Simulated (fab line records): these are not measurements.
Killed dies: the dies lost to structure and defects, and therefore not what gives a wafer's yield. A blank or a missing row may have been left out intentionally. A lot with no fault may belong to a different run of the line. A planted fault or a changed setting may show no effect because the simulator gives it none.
Chamber matching    flow gf180mcu    cmp-01 running GF_V3_CMP_26: 4 sister chambers
The step polishes, stops on SiO2, t overpolish 15 s, target thk 0 nm. 8 wafers are shown with their chamber, then 8 later ones without.

== EACH WAFER AND ITS CHAMBER ==
wafer   chamber  motor_current_A (A)  time_to_endpoint_s (s)
L079.5  0        10.0                 82
L082.3  2        11.7                 79
L082.4  1        10.6                 81
L082.6  0        9.5                  83
L084.1  1        10.8                 85
L084.3  3        11.5                 86
L084.4  2        12.7                 83
L087.2  3        11.9                 88

== WAFERS WITH NO CHAMBER GIVEN ==
wafer   motor_current_A (A)  time_to_endpoint_s (s)
L087.4  10.8                 80
L087.5  10.7                 88
L093.2  12.3                 86
L093.3  9.8                  85
L093.6  12.7                 86
L097.1  11.7                 90
L097.2  12.6                 82
L097.5  12.0                 81

== EACH ONE'S CHAMBER ==
wafer   from the rows above           in truth
L087.4  can't be placed: 1 or 0 or 2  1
L087.5  can't be placed: 1 or 3 or 0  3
L093.2  can't be placed: 3 or 2       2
L093.3  can't be placed: 0 or 1       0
L093.6  can't be placed: 3 or 2       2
L097.1  3                             3
L097.2  2                             2
L097.5  2                             2
Correct placement for 3 of the 8. Can't be placed from these rows: 5 (the true chamber is among the candidates in 5). 0 placed wrongly.
How it was worked out, from the rows above alone: a wafer's distance from a chamber is the root of the sum, over the readings, of the square of ((its reading less the chamber's mean) divided by the reading's scatter). If the next closest chamber is less than 2 further off than the closest, the wafer can't be placed; otherwise it belongs to the closest. Each chamber's mean is taken over the wafers shown for it. How the scatter is found: for the shown wafers, subtract from each reading the mean of its chamber, square and add these, divide the total by (wafers less chambers), then take the root.
